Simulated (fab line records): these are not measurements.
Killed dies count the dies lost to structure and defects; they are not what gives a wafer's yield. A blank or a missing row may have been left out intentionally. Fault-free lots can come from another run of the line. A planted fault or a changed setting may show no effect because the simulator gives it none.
Matching of chambers -- flow sky130 -- 4 sister chambers for SKY_VIA2_ETCH_14 on rieDiel-02
The step etches BARC in N2/H2, stops on SiO2, time 45.9 s, target depth 60 nm. 16 wafers are shown with their chamber, then 8 later ones without.

## WAFERS WITH THEIR CHAMBER
wafer,chamber,drypumpMotorCurrentA (A),oesProductAu (a.u.),throttleValvePct (%)
L076.3,1,6.1,0.862,13.213
L076.5,0,6.0,0.860,13.222
L076.6,3,6.0,0.851,13.218
L078.1,0,6.0,0.854,13.219
L078.3,3,6.0,0.854,13.240
L078.4,2,6.1,0.862,13.224
L082.3,0,6.0,0.847,13.221
L082.4,1,6.1,0.849,13.227
L082.6,2,6.1,0.850,13.228
L083.3,2,6.2,0.863,13.219
L083.5,1,6.1,0.855,13.233
L083.6,0,6.0,0.853,13.225
L085.1,3,6.0,0.854,13.223
L085.5,0,6.0,0.858,13.220
L085.6,3,6.0,0.849,13.232
L087.2,3,6.0,0.859,13.217

SIGNATURES (averages over the wafers above)
reading,chamber 0,chamber 1,chamber 2,chamber 3,scatter within a chamber
drypumpMotorCurrentA,6.000,6.100,6.133,6.000,0.0236
oesProductAu,0.85440,0.85533,0.85833,0.85340,0.00538
throttleValvePct,13.22140,13.22433,13.22367,13.22600,0.00741
Rule: a wafer's distance from a chamber is the root of the sum, over the readings, of the square of ((its reading less the chamber's mean) divided by the reading's scatter). If the next closest chamber is less than 2 further off than the closest, the wafer can't be placed; otherwise it belongs to the closest. The scatter: take each reading less its chamber's mean, square it, sum over the shown wafers, divide by the number of wafers less the number of chambers, and take the root.

## WAFERS WITHOUT THEIR CHAMBER
wafer,drypumpMotorCurrentA (A),oesProductAu (a.u.),throttleValvePct (%)
L087.3,6.1,0.850,13.232
L087.6,6.1,0.851,13.229
L095.1,6.0,0.860,13.222
L095.4,6.1,0.853,13.236
L095.6,6.1,0.853,13.212
L097.2,6.0,0.864,13.239
L097.5,6.1,0.863,13.220
L097.6,6.0,0.851,13.230

## WHICH CHAMBER EACH WENT THROUGH
wafer,from the rows above,in truth
L087.3,can't be placed: 1 or 2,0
L087.6,can't be placed: 1 or 2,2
L095.1,can't be placed: 0 or 3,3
L095.4,can't be placed: 1 or 2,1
L095.6,can't be placed: 1 or 2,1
L097.2,can't be placed: 3 or 0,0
L097.5,can't be placed: 1 or 2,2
L097.6,can't be placed: 3 or 0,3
Placed correctly: 0 of 8. From these rows, 8 cannot be placed; in 7 the true chamber is one of the candidates. Wrongly placed: 0.
